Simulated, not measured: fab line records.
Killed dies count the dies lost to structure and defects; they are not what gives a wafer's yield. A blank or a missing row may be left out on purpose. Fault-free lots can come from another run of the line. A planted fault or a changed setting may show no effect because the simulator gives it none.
Struck lot and sound lot, side by side || flow sky130 || 43 out of 708 route steps
Sound: wafers L885.1, L885.2, L885.5. Struck: wafer L897.3. (L897.2, L897.6 of the same lot were not struck and are left out.) The cause comes at the end.
Order at every step that has rows: each side's tool, ch and its chambers, its first start. Under that, the readings that differ: sound wafers || struck wafers || difference of the means || sigmas: that difference in standard deviations of wafers without a fault.
alike: a reading whose means differ by less than 2 such deviations, as well as words and numbers matching on both sides. not compared: withheld readings; readings where some wafer has no value; bounds like >300 that might hide an equal value; numbers whose values overlap and for which the record gives no deviation.
The two part at a step that has a row with sigmas, a row that says differs or no value, or rows on one side only. When numbers do not overlap yet have no deviation, they are printed without sigmas and do not part them. A reading that every wafer of one side lacks parts them only if that side has two wafers or more.

first, 1 step without rows for these wafers: SKY_FIELD_ISO_DEVELOP_12 (develop time 60 s).
SKY_FIELD_ISO_CD_MEAS_13: target cd 150 nm.
  struck on cd sem-02, day 4 20:09; sound on cd sem-01, day 2 05:00
  alike: cd nm
SKY_FIELD_ISO_ETCH_14: etches BARC in N2/H2, stops on SiO2, time 45.9 s, target depth 60 nm.
  sound on rie diel-04 ch 0,1,3, day 2 05:07; struck on rie diel-02 ch 2, day 4 20:15
{"reading": "throttle valve pct (%)", "sound": "13.239 13.239 13.228", "struck": 13.199, "difference": -0.036, "sigmas": -4}
  alike: drypump motor current A, oes product au
  not compared: rf hours counter h
SKY_FIELD_ISO_ETCH_15: etches the open film in CHF3/O2, stops on Si, target depth 180 nm, time 72 s.
  sound on rie diel-04 ch 0,1,3, day 2 05:10; struck on rie diel-02 ch 2, day 4 20:17
  alike: drypump motor current A, oes product au, throttle valve pct
  not compared: rf hours counter h
then, 1 step without rows for these wafers: SKY_FIELD_ISO_STRIP_16 (strips in O2/N2).
SKY_FIELD_ISO_ETCH_17: etches Si in HBr/Cl2/O2, target depth 342 nm, time 97.7 s.
  sound on rie si-02 ch 0,3, day 2 05:19; struck on rie si-01 ch 0, day 4 20:27
  alike: drypump motor current A, oes product au, throttle valve pct
  not compared: rf hours counter h
then, 5 steps without rows for these wafers: SKY_FIELD_ISO_WET_ETCH_18 (etches Si3N4 in H3PO4, target depth 25 nm, time 286 s); SKY_FIELD_ISO_CLEAN_19 (cleans in SC1/SC2, time 150 s); SKY_FIELD_ISO_CLEAN_20 (cleans in dHF, time 20 s); SKY_FIELD_ISO_WET_ETCH_21 (etches SiO2 in dHF, target depth 20 nm, time 400 s); SKY_FIELD_ISO_OXIDATION_22 (stabilise 600 s, purge 300 s, target thk 10 nm).
SKY_FIELD_ISO_THK_MEAS_23:
  struck on film metro-02, day 4 22:01; sound on film metro-03, day 2 07:03
  alike: FIELD_ISO_OXIDATION_01_THK
SKY_FIELD_ISO_CVD_24: deposits SiO2, target thk 595 nm, time 99.2 s.
  sound on hdpcvd-02 ch 0,1, day 2 07:07; struck on hdpcvd-01 ch 0,2, day 4 22:04
SKY_FIELD_ISO_THK_MEAS_25:
  struck on film metro-01, day 4 22:11; sound on film metro-02, day 2 07:11
  alike: FIELD_ISO_CVD_24_THK
then, 7 steps without rows for these wafers: SKY_FIELD_ISO_ANNEAL_26 (time 1800 s); SKY_FIELD_ISO_CMP_27 (polishes, stops on Si3N4, t overpolish 16 s, target thk 457.8 nm); SKY_FIELD_ISO_WET_ETCH_28 (etches SiO2 in dHF, target depth 23.7 nm, time 47 s); SKY_FIELD_ISO_WET_ETCH_29 (etches Si3N4 in H3PO4, target depth 160 nm, time 1825 s); SKY_FIELD_ISO_WET_ETCH_30 (etches SiO2 in dHF, target depth 25 nm, time 50 s); SKY_NWELL_CLEAN_00 (cleans in SC1/SC2, time 150 s); SKY_NWELL_OXIDATION_01 (stabilise 600 s, purge 300 s, target thk 10 nm).
SKY_NWELL_THK_MEAS_02:
  struck on film metro-04, day 5 02:40; sound on film metro-01, day 2 12:51
  alike: NWELL_OXIDATION_THK
then, 8 steps without rows for these wafers: SKY_DNWELL_DEHYDRATE_00 (time 60 s); SKY_DNWELL_HMDS_01 (prime time 60 s); SKY_DNWELL_COAT_02 (resist thk 3000 nm); SKY_DNWELL_SOFTBAKE_03; SKY_DNWELL_EXPOSE_04 (exposes mask DNM, target cd 3000 nm); SKY_DNWELL_PEB_05; SKY_DNWELL_DEVELOP_06 (develop time 60 s); SKY_DNWELL_IMPLANT_07.
SKY_DNWELL_STRIP_08: strips in O2/N2.
  sound on plasma asher-01 ch 0,1, day 3 03:59; struck on plasma asher-04 ch 1, day 5 20:59
  alike: drypump motor current A, oes product au, strip time to endpoint s
  not compared: rf hours counter h
SKY_DNWELL_TW_MEAS_09:
  struck on film metro-01, day 5 21:05; sound on film metro-04, day 3 04:05
{"reading": "DNWELL_TW", "sound": "1106 1108 1107", "struck": 1139, "difference": "+32", "sigmas": "+2"}
then, 7 steps without rows for these wafers: SKY_PWDE_DEHYDRATE_00 (time 60 s); SKY_PWDE_HMDS_01 (prime time 60 s); SKY_PWDE_COAT_02 (resist thk 3000 nm); SKY_PWDE_SOFTBAKE_03; SKY_PWDE_EXPOSE_04 (exposes mask PWDEM, target cd 840 nm); SKY_PWDE_PEB_05; SKY_PWDE_DEVELOP_06 (develop time 60 s).
SKY_PWDE_OVL_MEAS_07:
  struck on overlay-01, day 6 15:39; sound on overlay-01, day 3 19:36
  alike: PWDE_OVL
after that, 1 step had no rows for these wafers: SKY_PWDE_IMPLANT_08.
SKY_PWDE_STRIP_09: strips in O2/N2.
  sound on plasma asher-04 ch 0,1, day 3 19:47; struck on plasma asher-03 ch 0, day 6 15:50
  alike: drypump motor current A, oes product au, strip time to endpoint s
  not compared: rf hours counter h
-- the record jumps here: 42 days lie between the struck wafers' starts before and after (it left off in module PWDE and takes up again in module PAD_OPEN, whose first step shown is number 708 of the route) --
SKY_PAD_OPEN_PROBE_99:
  struck on prober-02, day 48 20:55; sound on prober-02, day 45 14:58
{"reading": "killed at contacts", "sound": "26 34 27", "struck": 13, "difference": -16, "sigmas": -3}
{"reading": "killed at front end", "sound": "8 14 25", "struck": 84, "difference": "+68", "sigmas": "+15"}
{"reading": "killed at other", "sound": "2 0 3", "struck": 0, "difference": -2, "sigmas": -3}
{"reading": "killed dies", "sound": "77 92 101", "struck": 139, "difference": "+49", "sigmas": "+5"}
{"reading": "killed short", "sound": "41 35 53", "struck": 30, "difference": -13, "sigmas": -2}
  alike: killed_at_M0_to_M3, killed_at_M4_up, killed open

== WHERE THEY PART ==
Earliest at SKY_FIELD_ISO_ETCH_14; latest, in this record, at SKY_PAD_OPEN_PROBE_99.

WHY: whatever the simulator had introduced
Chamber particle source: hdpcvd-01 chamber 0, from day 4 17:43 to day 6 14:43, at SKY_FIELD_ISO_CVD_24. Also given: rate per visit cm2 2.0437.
